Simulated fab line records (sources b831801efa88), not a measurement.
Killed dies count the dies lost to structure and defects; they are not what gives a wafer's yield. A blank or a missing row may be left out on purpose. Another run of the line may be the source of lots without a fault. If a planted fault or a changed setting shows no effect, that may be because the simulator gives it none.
fab line records | flow sky130
record: lots: 13 | wafers: 39 | last_day: 50
route steps=708 shown PWDE@52 VT_ADJUST_LVTN@107 SONOS_TUNNEL@161 GATE_OXIDE@198
lots untouched by any fault: they come from a run of this same line in which no faults occurred
start_h: the number of hours between the record's first day and the start of the first shown wafer of the lot | wait_h: hours elapsed since this lot's preceding step | " as in the row above | L1.1+2: a row that stands for several wafers | - no value, or no start was given | * or withheld: withheld | < > ~ a bound
route shown NAME@n: a module of which the file shows steps, and the number in the route of the first | usual: mean and standard deviation over wafers with no fault | same: alike in all rows | chamber/n: place in a boat | sites: readings site by site | _std_site: standard deviation across them | _edge_site: the outer-site mean with the inner-site mean subtracted | radius_mm: how far each site lies from the wafer's centre | mask NAME#n: copy n | behind: the most recent tool/chamber to have shaped the wafer | hold: what put the lot on hold/how long, in hours/how the hold closed | device: the n, p or np transistor that did not switch | end of line: tests of these same wafers at the route's end | step lacking rows: just its recipe | killed: dies lost to structure and defects at the first sort, not the wafer's yield | map: dies across one wafer; x = killed, . = not, _ = none there
set.NAME: setting as actually run; set.NAME@STEP: the setting as run at that earlier step | model.NAME: the simulator's own value behind a step, which no gauge read
steps of the route over a sample of lots; a table a step, a row a wafer
services: a tool's chamber out of use, with start hour (start_h, from the record's first day; less than 0 if before it), hours out, and reason
== steps ==
step: SKY_PWDE_OVL_MEAS_07
usual: PWDE_OVL: 0.6/1.4
lot.wafer | tool       | chamber | start_h | wait_h | PWDE_OVL[nm]
L235.2    | overlay-01 | -       | 72.97   | -      | 1.6
L235.3    | "          | -       | "       | "      | 0.5
L235.6    | "          | -       | "       | "      | 1.9
L237.1    | overlay-01 | -       | 86.24   | -      | 2.0
L237.4    | "          | -       | "       | "      | 2.2
L237.5    | "          | -       | "       | "      | -0.4
L240.1    | overlay-01 | -       | 107.77  | -      | -2.4
L240.4    | "          | -       | "       | "      | -1.7
L240.5    | "          | -       | "       | "      | -1.9
L242.2    | overlay-02 | -       | 113.47  | -      | 3.7
L242.3    | "          | -       | "       | "      | 2.6
L242.5    | "          | -       | "       | "      | 3.3
L243.2    | overlay-01 | -       | 119.24  | -      | 2.5
L243.5    | "          | -       | "       | "      | 0.5
L243.6    | "          | -       | "       | "      | 0.9
L245.1    | overlay-01 | -       | 128.42  | -      | -0.2
L245.5    | "          | -       | "       | "      | 0.6
L245.6    | "          | -       | "       | "      | 0.6
L250.3    | overlay-02 | -       | 160.27  | -      | 1.0
L250.4    | "          | -       | "       | "      | 0.0
L250.6    | "          | -       | "       | "      | -0.6
L251.1    | overlay-01 | -       | 163.59  | -      | -0.5
L251.2    | "          | -       | "       | "      | 0.0
L251.4    | "          | -       | "       | "      | 1.4
L252.3    | overlay-01 | -       | 167.14  | -      | 0.5
L252.5    | "          | -       | "       | "      | -0.6
L252.6    | "          | -       | "       | "      | 1.2
L253.1    | overlay-01 | -       | 175.91  | -      | 0.7
L253.2    | "          | -       | "       | "      | 1.1
L253.6    | "          | -       | "       | "      | 0.5
L254.1    | overlay-02 | -       | 181.56  | -      | 2.2
L254.5    | "          | -       | "       | "      | 1.8
L254.6    | "          | -       | "       | "      | 1.4
L255.3    | overlay-01 | -       | 185.29  | -      | 0.6
L255.5    | "          | -       | "       | "      | -0.6
L255.6    | "          | -       | "       | "      | 0.1
L256.1    | overlay-01 | -       | 194.39  | -      | 3.6
L256.3    | "          | -       | "       | "      | 3.0
L256.4    | "          | -       | "       | "      | 2.4
step: SKY_VT_ADJUST_LVTN_TW_MEAS_10
usual: VT_ADJUST_LVTN_TW: 240.8/1.7
lot.wafer | tool          | chamber | start_h | wait_h | VT_ADJUST_LVTN_TW
L235.2    | film_metro-01 | -       | 148.23  | 0.1    | 242.0
L235.3    | "             | -       | "       | "      | 239.6
L235.6    | "             | -       | "       | "      | 241.0
L237.1    | film_metro-02 | -       | 163.01  | 0.1    | 241.4
L237.4    | "             | -       | "       | "      | 241.7
L237.5    | "             | -       | "       | "      | 241.9
L240.1    | film_metro-02 | -       | 187.81  | 0.1    | 242.7
L240.4    | "             | -       | "       | "      | 241.2
L240.5    | "             | -       | "       | "      | 242.6
L242.2    | film_metro-04 | -       | 196.30  | 0.1    | 237.5
L242.3    | "             | -       | "       | "      | 237.6
L242.5    | "             | -       | "       | "      | 238.5
L243.2    | film_metro-02 | -       | 201.48  | 0.1    | 243.1
L243.5    | "             | -       | "       | "      | 243.2
L243.6    | "             | -       | "       | "      | 242.7
L245.1    | film_metro-01 | -       | 212.82  | 0.1    | 240.2
L245.5    | "             | -       | "       | "      | 238.6
L245.6    | "             | -       | "       | "      | 239.1
L250.3    | film_metro-02 | -       | 247.89  | 0.1    | 241.2
L250.4    | "             | -       | "       | "      | 241.3
L250.6    | "             | -       | "       | "      | 241.8
L251.1    | film_metro-01 | -       | 251.87  | 0.1    | 242.6
L251.2    | "             | -       | "       | "      | 243.1
L251.4    | "             | -       | "       | "      | 241.4
L252.3    | film_metro-04 | -       | 256.16  | 0.1    | 238.4
L252.5    | "             | -       | "       | "      | 238.4
L252.6    | "             | -       | "       | "      | 238.3
L253.1    | film_metro-02 | -       | 267.01  | 0.1    | 241.5
L253.2    | "             | -       | "       | "      | 240.6
L253.6    | "             | -       | "       | "      | 242.0
L254.1    | film_metro-02 | -       | 271.52  | 0.1    | 241.6
L254.5    | "             | -       | "       | "      | 240.9
L254.6    | "             | -       | "       | "      | 241.5
L255.3    | film_metro-04 | -       | 277.28  | 0.1    | 238.3
L255.5    | "             | -       | "       | "      | 238.8
L255.6    | "             | -       | "       | "      | 239.2
L256.1    | film_metro-01 | -       | 286.07  | 0.1    | 242.3
L256.3    | "             | -       | "       | "      | 242.8
L256.4    | "             | -       | "       | "      | 240.7
step: SKY_SONOS_TUNNEL_CD_MEAS_07
recipe: target_cd_nm: 410
usual: cd_nm: 409.9/2
lot.wafer | tool      | chamber | start_h | wait_h | cd_nm
L235.2    | cd_sem-02 | -       | 255.01  | 0.2    | 411.9
L235.3    | "         | -       | "       | "      | 409.7
L235.6    | "         | -       | "       | "      | 410.8
L237.1    | cd_sem-02 | -       | 272.45  | 0.1    | 411.2
L237.4    | "         | -       | "       | "      | 410.8
L237.5    | "         | -       | "       | "      | 410.0
L240.1    | cd_sem-02 | -       | 303.70  | 0.1    | 408.8
L240.4    | "         | -       | "       | "      | 410.7
L240.5    | "         | -       | "       | "      | 409.4
L242.2    | cd_sem-01 | -       | 313.21  | 0.1    | 409.3
L242.3    | "         | -       | "       | "      | 408.5
L242.5    | "         | -       | "       | "      | 409.0
L243.2    | cd_sem-02 | -       | 320.96  | 0.1    | 410.2
L243.5    | "         | -       | "       | "      | 407.2
L243.6    | "         | -       | "       | "      | 407.4
L245.1    | cd_sem-02 | -       | 334.32  | 0.1    | 410.0
L245.5    | "         | -       | "       | "      | 408.8
L245.6    | "         | -       | "       | "      | 410.0
L250.3    | cd_sem-01 | -       | 377.00  | 0.1    | 408.4
L250.4    | "         | -       | "       | "      | 411.4
L250.6    | "         | -       | "       | "      | 410.3
L251.1    | cd_sem-02 | -       | 380.70  | 0.1    | 407.0
L251.2    | "         | -       | "       | "      | 407.9
L251.4    | "         | -       | "       | "      | 409.8
L252.3    | cd_sem-02 | -       | 388.08  | 0.1    | 410.1
L252.5    | "         | -       | "       | "      | 409.4
L252.6    | "         | -       | "       | "      | 411.4
L253.1    | cd_sem-01 | -       | 399.37  | 0.1    | 411.9
L253.2    | "         | -       | "       | "      | 412.8
L253.6    | "         | -       | "       | "      | 411.9
L254.1    | cd_sem-02 | -       | 406.10  | 0.1    | 412.0
L254.5    | "         | -       | "       | "      | 411.9
L254.6    | "         | -       | "       | "      | 409.8
L255.3    | cd_sem-02 | -       | 412.74  | 0.1    | 408.4
L255.5    | "         | -       | "       | "      | 409.8
L255.6    | "         | -       | "       | "      | 409.8
L256.1    | cd_sem-01 | -       | 423.54  | 0.1    | 406.1
L256.3    | "         | -       | "       | "      | 406.6
L256.4    | "         | -       | "       | "      | 406.2
step: SKY_GATE_OXIDE_IMPLANT_11
recipe: species: B | energy_kev: 10 | dose_cm2: 2.6e+12 | tilt_deg: withheld
usual: dose_ions_cm2: 2.5991e+12/2.9e+09 | faraday_current_uA: 14.67/0.29
lot.wafer | tool         | chamber | start_h | wait_h | dose_ions_cm2 | faraday_current_uA
L235.2    | implanter-01 | 0       | 314.56  | 0.0    | 2.6007e+12    | 14.67
L235.3    | "            | 0       | "       | "      | 2.5997e+12    | 15.08
L235.6    | "            | 0       | "       | "      | 2.6043e+12    | 14.07
L237.1    | implanter-03 | 0       | 331.74  | 0.0    | 2.5974e+12    | 14.58
L237.4    | "            | 0       | "       | "      | 2.6015e+12    | 14.89
L237.5    | "            | 0       | "       | "      | 2.5968e+12    | 14.14
L240.1    | implanter-02 | 0       | 365.24  | 0.0    | 2.6028e+12    | 15.18
L240.4    | "            | 0       | "       | "      | 2.6004e+12    | 14.75
L240.5    | "            | 0       | "       | "      | 2.5964e+12    | 14.53
L242.2    | implanter-01 | 0       | 376.71  | 0.0    | 2.5972e+12    | 14.62
L242.3    | "            | 0       | "       | "      | 2.5959e+12    | 14.74
L242.5    | "            | 0       | "       | "      | 2.5961e+12    | 15.09
L243.2    | implanter-01 | 0       | 384.66  | 0.0    | 2.8324e+12    | 16.11
L243.5    | "            | 0       | "       | "      | 2.8299e+12    | 16.56
L243.6    | "            | 0       | "       | "      | 2.8256e+12    | 16.20
L245.1    | implanter-01 | 0       | 399.54  | 0.0    | 2.8302e+12    | 15.98
L245.5    | "            | 0       | "       | "      | 2.8282e+12    | 15.95
L245.6    | "            | 0       | "       | "      | 2.8313e+12    | 16.02
L250.3    | implanter-03 | 0       | 445.72  | 0.1    | 2.5986e+12    | 15.14
L250.4    | "            | 0       | "       | "      | 2.6008e+12    | 14.99
L250.6    | "            | 0       | "       | "      | 2.5993e+12    | 14.86
L251.1    | implanter-03 | 0       | 448.49  | 0.0    | 2.6037e+12    | 14.52
L251.2    | "            | 0       | "       | "      | 2.6037e+12    | 14.70
L251.4    | "            | 0       | "       | "      | 2.5997e+12    | 14.45
L252.3    | implanter-01 | 0       | 455.49  | 0.1    | 2.5968e+12    | 14.48
L252.5    | "            | 0       | "       | "      | 2.5983e+12    | 14.57
L252.6    | "            | 0       | "       | "      | 2.5972e+12    | 14.44
L253.1    | implanter-03 | 0       | 468.69  | 0.0    | 2.5968e+12    | 15.02
L253.2    | "            | 0       | "       | "      | 2.5982e+12    | 15.12
L253.6    | "            | 0       | "       | "      | 2.5978e+12    | 14.81
L254.1    | implanter-02 | 0       | 476.69  | 0.0    | 2.5982e+12    | 14.81
L254.5    | "            | 0       | "       | "      | 2.5944e+12    | 15.09
L254.6    | "            | 0       | "       | "      | 2.5976e+12    | 14.43
L255.3    | implanter-01 | 0       | 483.89  | 0.1    | 2.6013e+12    | 15.33
L255.5    | "            | 0       | "       | "      | 2.5985e+12    | 14.72
L255.6    | "            | 0       | "       | "      | 2.6039e+12    | 14.78
L256.1    | implanter-03 | 0       | 491.54  | 0.0    | 2.595e+12     | 14.61
L256.3    | "            | 0       | "       | "      | 2.5925e+12    | 14.68
L256.4    | "            | 0       | "       | "      | 2.5947e+12    | 14.38
step: SKY_GATE_OXIDE_TW_MEAS_14
usual: GATE_OXIDE_TW: 223.0/1.5
lot.wafer | tool          | chamber | start_h | wait_h | GATE_OXIDE_TW
L235.2    | film_metro-02 | -       | 314.90  | 0.1    | 224.9
L235.3    | "             | -       | "       | "      | 224.5
L235.6    | "             | -       | "       | "      | 224.5
L237.1    | film_metro-02 | -       | 332.10  | 0.1    | 224.4
L237.4    | "             | -       | "       | "      | 223.8
L237.5    | "             | -       | "       | "      | 224.0
L240.1    | film_metro-02 | -       | 365.59  | 0.1    | 223.5
L240.4    | "             | -       | "       | "      | 225.4
L240.5    | "             | -       | "       | "      | 224.6
L242.2    | film_metro-04 | -       | 377.06  | 0.1    | 221.4
L242.3    | "             | -       | "       | "      | 221.9
L242.5    | "             | -       | "       | "      | 220.5
L243.2    | film_metro-02 | -       | 385.01  | 0.1    | 228.6
L243.5    | "             | -       | "       | "      | 228.9
L243.6    | "             | -       | "       | "      | 228.9
L245.1    | film_metro-02 | -       | 399.90  | 0.1    | 229.9
L245.5    | "             | -       | "       | "      | 229.5
L245.6    | "             | -       | "       | "      | 230.0
L250.3    | film_metro-04 | -       | 446.04  | 0.1    | 220.8
L250.4    | "             | -       | "       | "      | 219.7
L250.6    | "             | -       | "       | "      | 220.5
L251.1    | film_metro-04 | -       | 448.84  | 0.1    | 223.1
L251.2    | "             | -       | "       | "      | 221.1
L251.4    | "             | -       | "       | "      | 221.4
L252.3    | film_metro-04 | -       | 455.81  | 0.1    | 220.5
L252.5    | "             | -       | "       | "      | 221.0
L252.6    | "             | -       | "       | "      | 220.3
L253.1    | film_metro-04 | -       | 469.05  | 0.1    | 222.6
L253.2    | "             | -       | "       | "      | 221.9
L253.6    | "             | -       | "       | "      | 222.0
L254.1    | film_metro-04 | -       | 477.04  | 0.1    | 222.8
L254.5    | "             | -       | "       | "      | 221.4
L254.6    | "             | -       | "       | "      | 222.6
L255.3    | film_metro-03 | -       | 484.22  | 0.1    | 222.9
L255.5    | "             | -       | "       | "      | 224.5
L255.6    | "             | -       | "       | "      | 223.5
L256.1    | film_metro-02 | -       | 491.90  | 0.1    | 224.3
L256.3    | "             | -       | "       | "      | 224.3
L256.4    | "             | -       | "       | "      | 223.7
== services ==
tool         | chamber | start_h | hours | kind
implanter-03 | -       | 476.31  | 6.7   | repair
implanter-01 | -       | 488.37  | 4.7   | pm
== key ==
first_sign: step: SKY_GATE_OXIDE_IMPLANT_11 | reading: dose_ions_cm2 | direction: up | sigmas: 80 | usual: * | struck: *
effect: step: SKY_GATE_OXIDE_IMPLANT_11 | reading: faraday_current_uA | direction: up | sigmas: 5.1 | usual: 14.67 | struck: 16.14
effect: step: SKY_GATE_OXIDE_TW_MEAS_14 | reading: GATE_OXIDE_TW | direction: up | sigmas: 4.1 | usual: 223.0 | struck: 229.3
met_at SKY_GATE_OXIDE_IMPLANT_11
struck_lots L243,L245
tester_left_out L243,L245
not_acting_at SKY_PWDE_OVL_MEAS_07,SKY_VT_ADJUST_LVTN_TW_MEAS_10,SKY_SONOS_TUNNEL_CD_MEAS_07
onset_between 376.71 384.66
fault: kind: process_parameter_drift | tool: implanter-01 | chamber: - | onset_h: 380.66 | steps: SKY_GATE_OXIDE_IMPLANT_11 | channel: dose_cm2 | offset: * | shape: step | end_h: 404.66 | acts_in: * | stated: *
tester_left_out: of these lots the tester's yield and bins aren't shown, on N5 and GAA mostly nor the transistor test; their killed dies are dies lost to structure and defects alone, not to doping, threshold or leakage, so they don't give the yield
